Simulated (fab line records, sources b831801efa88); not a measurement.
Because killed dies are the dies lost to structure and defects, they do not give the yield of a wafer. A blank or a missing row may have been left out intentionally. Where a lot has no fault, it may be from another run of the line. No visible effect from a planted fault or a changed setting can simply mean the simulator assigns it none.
Which tool did it? || flow gf180mcu || 14 lots, 42 wafers sampled, at 4 steps of a route of 602

WHAT EACH GAUGE READ, for each wafer
GF_V1_THK_MEAS_03.
{"lot": "L535", "measured": "day 17 07:05", "on": "film_metro-01", "V1_CVD_02_THK (nm)": "840 836 847"}
{"lot": "L536", "measured": "day 17 18:36", "on": "film_metro-02", "V1_CVD_02_THK (nm)": "838 852 867"}
{"lot": "L537", "measured": "day 18 02:34", "on": "film_metro-01", "V1_CVD_02_THK (nm)": "837 831 856"}
{"lot": "L538", "measured": "day 18 13:25", "on": "film_metro-03", "V1_CVD_02_THK (nm)": "842 836 849"}
{"lot": "L539", "measured": "day 19 02:29", "on": "film_metro-03", "V1_CVD_02_THK (nm)": "851 873 869"}
{"lot": "L540", "measured": "day 19 06:14", "on": "film_metro-02", "V1_CVD_02_THK (nm)": "828 854 842"}
{"lot": "L545", "measured": "day 21 09:32", "on": "film_metro-02", "V1_CVD_02_THK (nm)": "854 854 852"}
{"lot": "L544", "measured": "day 21 10:25", "on": "film_metro-02", "V1_CVD_02_THK (nm)": "840 842 876"}
{"lot": "L546", "measured": "day 21 20:47", "on": "film_metro-02", "V1_CVD_02_THK (nm)": "857 847 848"}
{"lot": "L547", "measured": "day 22 00:25", "on": "film_metro-01", "V1_CVD_02_THK (nm)": "839 852 869"}
{"lot": "L548", "measured": "day 22 07:04", "on": "film_metro-01", "V1_CVD_02_THK (nm)": "855 857 863"}
{"lot": "L549", "measured": "day 22 22:46", "on": "film_metro-01", "V1_CVD_02_THK (nm)": "845 836 860"}
{"lot": "L550", "measured": "day 23 05:16", "on": "film_metro-01", "V1_CVD_02_THK (nm)": "832 840 849"}
{"lot": "L553", "measured": "day 24 02:05", "on": "film_metro-03", "V1_CVD_02_THK (nm)": "868 847 862"}

GF_V1_CD_MEAS_14: the cd target is 260 nm.
{"lot": "L535", "measured": "day 18 07:02", "on": "cd_sem-02", "cd_nm (nm)": "259.6 258.4 258.1"}
{"lot": "L536", "measured": "day 18 18:49", "on": "cd_sem-02", "cd_nm (nm)": "259.2 261.3 260.1"}
{"lot": "L537", "measured": "day 19 03:01", "on": "cd_sem-02", "cd_nm (nm)": "259.7 258.7 258.6"}
{"lot": "L538", "measured": "day 19 14:13", "on": "cd_sem-01", "cd_nm (nm)": "258.1 258.0 260.1"}
{"lot": "L539", "measured": "day 20 03:08", "on": "cd_sem-02", "cd_nm (nm)": "260.5 260.2 259.4"}
{"lot": "L540", "measured": "day 20 07:06", "on": "cd_sem-01", "cd_nm (nm)": "258.2 258.6 260.1"}
{"lot": "L545", "measured": "day 22 09:46", "on": "cd_sem-01", "cd_nm (nm)": "261.1 259.2 260.5"}
{"lot": "L544", "measured": "day 22 10:43", "on": "cd_sem-01", "cd_nm (nm)": "258.5 259.6 259.4"}
{"lot": "L546", "measured": "day 22 20:54", "on": "cd_sem-02", "cd_nm (nm)": "260.4 259.8 259.3"}
{"lot": "L547", "measured": "day 23 00:33", "on": "cd_sem-02", "cd_nm (nm)": "260.5 259.3 258.3"}
{"lot": "L548", "measured": "day 23 06:46", "on": "cd_sem-01", "cd_nm (nm)": "260.4 261.3 261.2"}
{"lot": "L549", "measured": "day 23 21:29", "on": "cd_sem-02", "cd_nm (nm)": "258.2 258.9 259.7"}
{"lot": "L550", "measured": "day 24 04:13", "on": "cd_sem-01", "cd_nm (nm)": "259.5 258.7 259.6"}
{"lot": "L553", "measured": "day 25 00:29", "on": "cd_sem-01", "cd_nm (nm)": "262.7 262.2 262.5"}

GF_M2_OVL_MEAS_15.
{"lot": "L535", "measured": "day 19 09:20", "on": "overlay-02", "M2_OVL (nm)": "6 -12 -7"}
{"lot": "L536", "measured": "day 19 21:35", "on": "overlay-02", "M2_OVL (nm)": "-1 -3 0"}
{"lot": "L537", "measured": "day 20 04:49", "on": "overlay-01", "M2_OVL (nm)": "7 5 9"}
{"lot": "L538", "measured": "day 20 16:31", "on": "overlay-02", "M2_OVL (nm)": "-1 15 0"}
{"lot": "L539", "measured": "day 21 04:41", "on": "overlay-02", "M2_OVL (nm)": "1 1 -2"}
{"lot": "L540", "measured": "day 21 09:11", "on": "overlay-02", "M2_OVL (nm)": "3 3 9"}
{"lot": "L545", "measured": "day 23 10:20", "on": "overlay-01", "M2_OVL (nm)": "-3 -3 -8"}
{"lot": "L544", "measured": "day 23 11:58", "on": "overlay-01", "M2_OVL (nm)": "-6 1 -1"}
{"lot": "L546", "measured": "day 23 20:53", "on": "overlay-02", "M2_OVL (nm)": "2 7 5"}
{"lot": "L547", "measured": "day 24 00:59", "on": "overlay-02", "M2_OVL (nm)": "7 -3 4"}
{"lot": "L550", "measured": "day 25 03:07", "on": "overlay-02", "M2_OVL (nm)": "7 11 9"}
{"lot": "L553", "measured": "day 25 23:11", "on": "overlay-02", "M2_OVL (nm)": "4 0 -3"}

WHAT TOOL EACH LOT RAN ON (gives the tool, then ch and the chambers of the sampled wafers, and finally the start)
{"lot": "L535", "GF_V1_CMP_26": "cmp-01 ch 0,1,3, day 18 08:13"}
{"lot": "L536", "GF_V1_CMP_26": "cmp-02 ch 1,2,3, day 18 20:02"}
{"lot": "L537", "GF_V1_CMP_26": "cmp-02 ch 0,1,2, day 19 04:29"}
{"lot": "L538", "GF_V1_CMP_26": "cmp-02 ch 0,2,3, day 19 15:49"}
{"lot": "L539", "GF_V1_CMP_26": "cmp-01 ch 0,1,3, day 20 04:19"}
{"lot": "L540", "GF_V1_CMP_26": "cmp-01 ch 0,1,3, day 20 08:20"}
{"lot": "L545", "GF_V1_CMP_26": "cmp-01 ch 1,2, day 22 10:58"}
{"lot": "L544", "GF_V1_CMP_26": "cmp-01 ch 1,2, day 22 11:58"}
{"lot": "L546", "GF_V1_CMP_26": "cmp-01 ch 0,3, day 22 22:08"}
{"lot": "L547", "GF_V1_CMP_26": "cmp-02 ch 0,2,3, day 23 01:49"}
{"lot": "L548", "GF_V1_CMP_26": "cmp-01 ch 0,1,2, day 23 08:00"}
{"lot": "L549", "GF_V1_CMP_26": "cmp-02 ch 0,1,3, day 23 22:43"}
{"lot": "L550", "GF_V1_CMP_26": "cmp-02 ch 0,2, day 24 05:28"}
{"lot": "L553", "GF_V1_CMP_26": "cmp-01 ch 0,1,2, day 25 01:50"}
- GF_V1_CMP_26: polishes, stops on SiO2, t overpolish 15 s, target thk 0 nm.

AS READ BY THE TOOLS THEMSELVES (means over the sampled wafers that have a number; for cases with no such wafer, the mark the record gives instead)
GF_V1_CMP_26.
{"lot": "L535", "tool": "cmp-01", "edge_zone_pressure_frac": 1.004, "head_pressure_psi (psi)": 3.503, "motor_current_A (A)": 11.7, "overpolish_run_s (s)": 14.997, "slurry_filter_dp_kPa (kPa)": 13.58, "time_to_endpoint_s (s)": 82.9}
{"lot": "L536", "tool": "cmp-02", "edge_zone_pressure_frac": 1.001, "head_pressure_psi (psi)": 3.497, "motor_current_A (A)": 11.0, "overpolish_run_s (s)": 14.993, "slurry_filter_dp_kPa (kPa)": 13.47, "time_to_endpoint_s (s)": 84.6}
{"lot": "L537", "tool": "cmp-02", "edge_zone_pressure_frac": 1.002, "head_pressure_psi (psi)": 3.501, "motor_current_A (A)": 10.8, "overpolish_run_s (s)": 14.993, "slurry_filter_dp_kPa (kPa)": 13.64, "time_to_endpoint_s (s)": 85.2}
{"lot": "L538", "tool": "cmp-02", "edge_zone_pressure_frac": 0.993, "head_pressure_psi (psi)": 3.496, "motor_current_A (A)": 10.7, "overpolish_run_s (s)": 15.009, "slurry_filter_dp_kPa (kPa)": 13.59, "time_to_endpoint_s (s)": 85.1}
{"lot": "L539", "tool": "cmp-01", "edge_zone_pressure_frac": 1.002, "head_pressure_psi (psi)": 3.500, "motor_current_A (A)": 11.5, "overpolish_run_s (s)": 15.001, "slurry_filter_dp_kPa (kPa)": 13.45, "time_to_endpoint_s (s)": 82.6}
{"lot": "L540", "tool": "cmp-01", "edge_zone_pressure_frac": 1.001, "head_pressure_psi (psi)": 3.498, "motor_current_A (A)": 11.3, "overpolish_run_s (s)": 15.000, "slurry_filter_dp_kPa (kPa)": 13.59, "time_to_endpoint_s (s)": 84.2}
{"lot": "L545", "tool": "cmp-01", "edge_zone_pressure_frac": 0.997, "head_pressure_psi (psi)": 3.500, "motor_current_A (A)": 10.4, "overpolish_run_s (s)": 15.002, "slurry_filter_dp_kPa (kPa)": 13.36, "time_to_endpoint_s (s)": 83.8}
{"lot": "L544", "tool": "cmp-01", "edge_zone_pressure_frac": 0.997, "head_pressure_psi (psi)": 3.494, "motor_current_A (A)": 10.3, "overpolish_run_s (s)": 15.002, "slurry_filter_dp_kPa (kPa)": 13.47, "time_to_endpoint_s (s)": 82.5}
{"lot": "L546", "tool": "cmp-01", "edge_zone_pressure_frac": 0.999, "head_pressure_psi (psi)": 3.496, "motor_current_A (A)": 12.6, "overpolish_run_s (s)": 14.994, "slurry_filter_dp_kPa (kPa)": 13.48, "time_to_endpoint_s (s)": 88.1}
{"lot": "L547", "tool": "cmp-02", "edge_zone_pressure_frac": 0.997, "head_pressure_psi (psi)": 3.492, "motor_current_A (A)": 10.3, "overpolish_run_s (s)": 15.006, "slurry_filter_dp_kPa (kPa)": 13.57, "time_to_endpoint_s (s)": 91.6}
{"lot": "L548", "tool": "cmp-01", "edge_zone_pressure_frac": "-", "head_pressure_psi (psi)": "-", "motor_current_A (A)": "-", "overpolish_run_s (s)": "-", "slurry_filter_dp_kPa (kPa)": "-", "time_to_endpoint_s (s)": "-"}
{"lot": "L549", "tool": "cmp-02", "edge_zone_pressure_frac": "-", "head_pressure_psi (psi)": "-", "motor_current_A (A)": "-", "overpolish_run_s (s)": "-", "slurry_filter_dp_kPa (kPa)": "-", "time_to_endpoint_s (s)": "-"}
{"lot": "L550", "tool": "cmp-02", "edge_zone_pressure_frac": 1.004, "head_pressure_psi (psi)": 3.495, "motor_current_A (A)": 10.8, "overpolish_run_s (s)": 14.997, "slurry_filter_dp_kPa (kPa)": 13.44, "time_to_endpoint_s (s)": 88.8}
{"lot": "L553", "tool": "cmp-01", "edge_zone_pressure_frac": 1.001, "head_pressure_psi (psi)": 3.508, "motor_current_A (A)": 11.2, "overpolish_run_s (s)": 14.994, "slurry_filter_dp_kPa (kPa)": 13.41, "time_to_endpoint_s (s)": 84.7}

THE ANSWER, worked out from the rows above alone
Rule: usual is defined by the lots themselves. Put in order of their means at a reading, lots are off if they are a third of the lots or fewer, leave a main group of 4 or more, and stand apart from it by a gap of 3 or more times the standard deviation of the main group's means; of several such gaps the widest counts. A main group is skipped when, at the precision printed for the reading in the tables above, its means are all equal. A lot without any number at a reading at which 4 lots or more have one is off too. Where the step has rows for the other lots, those lots are counted as sound. Order of review: gauges by route order, followed by the tools' own readings, for which a lot's mean as printed above is used. The first step at which some lot is off is used, and at that step the reading that is off furthest; a lot without a number counts as furthest.
Off: L548, L549 (GF_V1_CMP_26, edge_zone_pressure_frac). Without a number there: L548, L549. Mean 1.000 and standard deviation 0.0032 in the main group.
If a tool, at that step or one of the process steps before it, ran each lot that is off and ran no sound lot following the first of them, it fits. No candidate that was tried fits.

WHAT THE SIMULATOR HAD INSERTED
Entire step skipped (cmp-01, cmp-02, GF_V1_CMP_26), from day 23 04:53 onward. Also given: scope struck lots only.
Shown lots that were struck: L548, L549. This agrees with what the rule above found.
